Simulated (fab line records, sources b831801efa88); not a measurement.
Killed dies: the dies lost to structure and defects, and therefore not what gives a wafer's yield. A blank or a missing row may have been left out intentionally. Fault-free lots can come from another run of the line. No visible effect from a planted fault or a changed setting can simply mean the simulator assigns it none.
Split-lot trial ; flow sky130 ; 5 lots, 23 wafers read, on a route of 708 steps

ABOUT THE SPLIT
At SKY_VIA4_EXPOSE_08 (exposes mask VIM4, target cd 800 nm), the setting dose_mj was moved away from the recipe's 132 on 8 of the 23 wafers read, by -5.8% to +3.6%. The other wafers ran this setting at the recipe's value.

FROM THE SPLIT ON TO THE READING: in between, the file shows 1 step
- SKY_VIA4_PEB_09

THE READING
VIA4.cd_nm (the simulator's own value, which no gauge read), in nm, at SKY_VIA4_DEVELOP_10 (develop time 60 s). There is no usual value for it anywhere in the file. Across the 15 wafers here that went through the recipe, the average is 797.1 nm and the standard deviation 1.4 nm.

wafer;tool, chamber at the split;dose_mj as run;against the recipe;VIA4.cd_nm, nm;against lot-mates on the recipe
L074.1;iline_stepper-02, 0;132;recipe;797.4;-
L074.2;iline_stepper-02, 0;132;recipe;797.6;-
L074.3;iline_stepper-02, 0;132;recipe;797.5;-
L074.5;iline_stepper-02, 0;132;recipe;796.9;-
L074.6;iline_stepper-02, 0;132;recipe;796.5;-
L075.1;iline_stepper-01, 0;132;recipe;798.5;-
L075.3;iline_stepper-01, 0;132;recipe;798.1;-
L075.4;iline_stepper-01, 0;125.4;-5.0%;782.2;-16.1
L075.5;iline_stepper-01, 0;125.4;-5.0%;783.7;-14.6
L075.6;iline_stepper-01, 0;125.4;-5.0%;781.4;-16.9
L076.1;iline_stepper-02, 0;132;recipe;796.6;-
L076.2;iline_stepper-02, 0;132;recipe;795.6;-
L076.5;iline_stepper-02, 0;132;recipe;798.2;-
L083.1;iline_stepper-02, 0;136.7;+3.6%;810.2;+11.1
L083.2;iline_stepper-02, 0;136.7;+3.6%;808;+8.9
L083.3;iline_stepper-02, 0;132;recipe;799;-
L083.4;iline_stepper-02, 0;132;recipe;799.3;-
L083.5;iline_stepper-02, 0;136.7;+3.6%;808.2;+9.1
L085.1;iline_stepper-01, 0;132;recipe;794.1;-
L085.2;iline_stepper-01, 0;132;recipe;796.6;-
L085.3;iline_stepper-01, 0;124.4;-5.8%;778.9;-16.4
L085.4;iline_stepper-01, 0;124.4;-5.8%;780.6;-14.7
L085.6;iline_stepper-01, 0;132;recipe;795.1;-

FIT RESULTS
A straight line over all 23 wafers: VIA4.cd_nm changes by +3.06 nm for each +1% of dose_mj; r = +0.99; the points scatter about the line by 1.4 nm.
The same after taking each lot's own level away (the mean of its wafers on the recipe; 23 wafers): +2.88 nm for each +1%; r = +0.99; scatter 1.1 nm.
Per that fit: largest dose_mj move, reading shift of 17 nm.
From 795.27 to 799.15 nm: that is the span of the lots' own levels, equal to 2.8 times the standard deviation above.
Consequently the slope shifts little with the lot-to-lot level, the two slopes agreeing.
Check: -16.9 nm against its lot-mates is what the line predicts for one of the wafers moved furthest among these (-5.8%) when that wafer is left out of the fit. Against them it came out at -16.4 nm.

THESE WAFERS: OTHER SPLITS
These wafers also went through other splits before the reading. Each is held against what the fit with the lots' levels taken away leaves over:
other split on the same wafers;wafers away from the commonest value;r with VIA4.cd_nm (lot level and that fit taken away)
SKY_CAPM_EXPOSE_09 dose_mj;4;-0.09
SKY_METAL3_COAT_08 spin_rpm;10;+0.24
SKY_METAL3_SOFTBAKE_09 temp_c;8;+0.35
SKY_METAL3_ETCH_17 bias_w;8;-0.37
SKY_METAL4_SPUTTER_01 time_s;7;-0.25
SKY_CAP2M_EXPOSE_09 dose_mj;10;-0.18
SKY_METAL4_METAL_ETCH_18 bias_w;9;-0.30
SKY_VIA4_HDPCVD_00 sih4_flow_sccm;10;+0.03

FILE'S OWN FIT
VIA4.cd_nm changes by +2.86 nm for each +1% of dose_mj, r = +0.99.
